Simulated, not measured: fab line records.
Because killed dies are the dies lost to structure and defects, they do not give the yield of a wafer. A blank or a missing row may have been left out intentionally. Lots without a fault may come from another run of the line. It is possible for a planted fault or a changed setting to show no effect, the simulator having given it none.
Which tool did it? | flow sky130 | Sampling: 12 lots, 36 wafers, 2 of 708 route steps

## WHAT EACH GAUGE READ, for each wafer
The record lacks any reading of a measuring or inspecting step that a usual standard deviation could be used to judge.

## WHICH TOOL RAN EACH LOT (tool, then ch and the chambers of the sampled wafers, then the start)
lot  | SKY_VIA3_CMP_02               | SKY_PAD_OPEN_PROBE_99
L902 | cmp-02 ch 2,3, day 38 14:55   | prober-01, day 45 20:16
L903 | cmp-02 ch 0,1,3, day 39 06:51 | prober-02, day 46 07:59
L905 | cmp-01 ch 0,1,2, day 39 20:11 | prober-01, day 46 19:10
L904 | cmp-01 ch 0,2,3, day 40 01:23 | prober-02, day 46 23:28
L906 | cmp-01 ch 0,1, day 40 08:35   | prober-01, day 47 05:55
L910 | cmp-02 ch 1,2, day 41 07:05   | prober-01, day 48 01:11
L911 | cmp-02 ch 2,3, day 41 14:08   | prober-02, day 48 06:16
L914 | cmp-02 ch 1,2, day 43 02:32   | prober-02, day 49 12:13
L918 | cmp-01 ch 1,2,3, day 43 09:59 | prober-01, day 49 17:28
L917 | cmp-01 ch 0,2,3, day 43 12:17 | prober-02, day 49 18:52
L921 | cmp-01 ch 1,2,3, day 44 02:56 | prober-01, day 50 06:46
L923 | cmp-01 ch 0,1, day 44 14:28   | prober-02, day 50 14:31
- SKY_VIA3_CMP_02: polishes SiO2.
- SKY_PAD_OPEN_PROBE_99

## WHAT THE TOOLS THEMSELVES READ (means of the sampled wafers that have a number; where no wafer has one, the mark that the record gives instead)
SKY_VIA3_CMP_02.
lot  | tool   | edge_zone_pressure_frac | motor_current_A (A) | slurry_filter_dp_kPa (kPa)
L902 | cmp-02 | 1.003                   | 12.7                | 13.55
L903 | cmp-02 | 0.999                   | 13.6                | 13.45
L905 | cmp-01 | 1.000                   | 12.4                | 13.58
L904 | cmp-01 | 1.001                   | 11.9                | 13.50
L906 | cmp-01 | 1.002                   | 12.6                | 13.53
L910 | cmp-02 | 1.002                   | 12.1                | 13.61
L911 | cmp-02 | 1.000                   | 12.7                | 13.44
L914 | cmp-02 | 1.002                   | 12.3                | 13.46
L918 | cmp-01 | 0.998                   | 12.7                | 13.52
L917 | cmp-01 | 1.004                   | 11.6                | 13.51
L921 | cmp-01 | 1.002                   | 12.6                | 13.50
L923 | cmp-01 | 0.999                   | 12.3                | 13.44

SKY_PAD_OPEN_PROBE_99.
lot  | tool      | defect_limited_yield (%) | killed_at_M0_to_M3 | killed_at_M4_up | killed_at_contacts | killed_at_front_end | killed_at_other | killed_dies | killed_on_rim | killed_open | killed_short | sort_bin_3_pad_short (%) | sort_bin_5_function (%) | sort_bin_6_memory (%) | sort_n_pass | sort_yield_pct (%)
L902 | prober-01 | 83.5                     | 41                 | 3.0             | 22                 | 13                  | 2.3             | 81          | 16            | 44          | 35           | 0.8                      | 10.5                    | 5.3                   | 411         | 83.5
L903 | prober-02 | 82.6                     | 40                 | 3.7             | 25                 | 16                  | 0.7             | 86          | 16            | 43          | 42           | 0.8                      | 9.9                     | 6.7                   | 406         | 82.6
L905 | prober-01 | 82.7                     | 44                 | 3.7             | 23                 | 13                  | 1.3             | 85          | 14            | 49          | 35           | 0.8                      | 10.1                    | 6.4                   | 407         | 82.7
L904 | prober-02 | 79.1                     | 52                 | 5.0             | 29                 | 16                  | 1.0             | 103         | 27            | 61          | 42           | 0.7                      | 12.7                    | 7.5                   | 389         | 79.1
L906 | prober-01 | 82.1                     | 48                 | 3.3             | 23                 | 14                  | 0.0             | 88          | 20            | 49          | 38           | 0.8                      | 11.1                    | 6.0                   | 404         | 82.1
L910 | prober-01 | 83.0                     | 39                 | 3.3             | 24                 | 17                  | 0.0             | 84          | 16            | 49          | 34           | 0.5                      | 11.1                    | 5.5                   | 408         | 83.0
L911 | prober-02 | 61.0                     | 158                | 4.0             | 18                 | 12                  | 0.3             | 192         | 37            | 42          | 29           | 2.4                      | 24.5                    | 12.0                  | 300         | 61.0
L914 | prober-02 | 63.1                     | 144                | 3.0             | 21                 | 13                  | 0.0             | 182         | 35            | 37          | 29           | 1.5                      | 22.7                    | 12.7                  | 310         | 63.1
L918 | prober-01 | 84.4                     | 34                 | 3.3             | 21                 | 18                  | 0.0             | 77          | 18            | 43          | 33           | 0.7                      | 9.5                     | 5.4                   | 415         | 84.4
L917 | prober-02 | 82.5                     | 42                 | 4.3             | 25                 | 14                  | 0.3             | 86          | 17            | 45          | 41           | 0.7                      | 9.4                     | 7.4                   | 406         | 82.5
L921 | prober-01 | 83.0                     | 43                 | 3.3             | 19                 | 18                  | 0.3             | 83          | 18            | 41          | 43           | 1.0                      | 9.7                     | 6.2                   | 409         | 83.0
L923 | prober-02 | 84.0                     | 42                 | 4.0             | 16                 | 16                  | 0.0             | 79          | 14            | 38          | 40           | 1.1                      | 8.5                     | 6.3                   | 413         | 84.0

## THE ANSWER, worked out from the rows above alone
Rule: what is usual is taken from the lots themselves. The widest of any qualifying gaps counts: lots, ordered by their means at a reading, are off when they make up no more than a third of the lots, leave a main group of 4 or more, and stand apart from it by 3 or more times the standard deviation of that group's means. If all means in a main group match to the digits the tables above print for the reading, that group is not used. A lot without any number at a reading at which 4 lots or more have one is off too. Where the step has rows for the other lots, those lots are counted as sound. The gauges are gone through in route order, then the tools' own readings, and for those a lot's mean is taken as printed above. At the first step where some lot is off, the reading lying furthest off is the one used; lots without a number count as furthest.
Off: L911, L914, at SKY_PAD_OPEN_PROBE_99 (killed_at_M0_to_M3). The main group: mean 42, standard deviation 4.7.
A tool fits if, at that step or a process step before it, it ran every lot that is off, and no sound lot after the first of them. One fits: cmp-02 at SKY_VIA3_CMP_02. A fault onset in the window from L910 (day 41 07:05, its last sound lot) to L911 (day 41 14:08, its first lot off) fits.

## WHAT THE SIMULATOR HAD INSERTED
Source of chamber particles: cmp-02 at SKY_VIA3_CMP_02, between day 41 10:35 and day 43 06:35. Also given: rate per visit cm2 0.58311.
Shown lots that were struck: L911, L914. The same result came from the rule above.
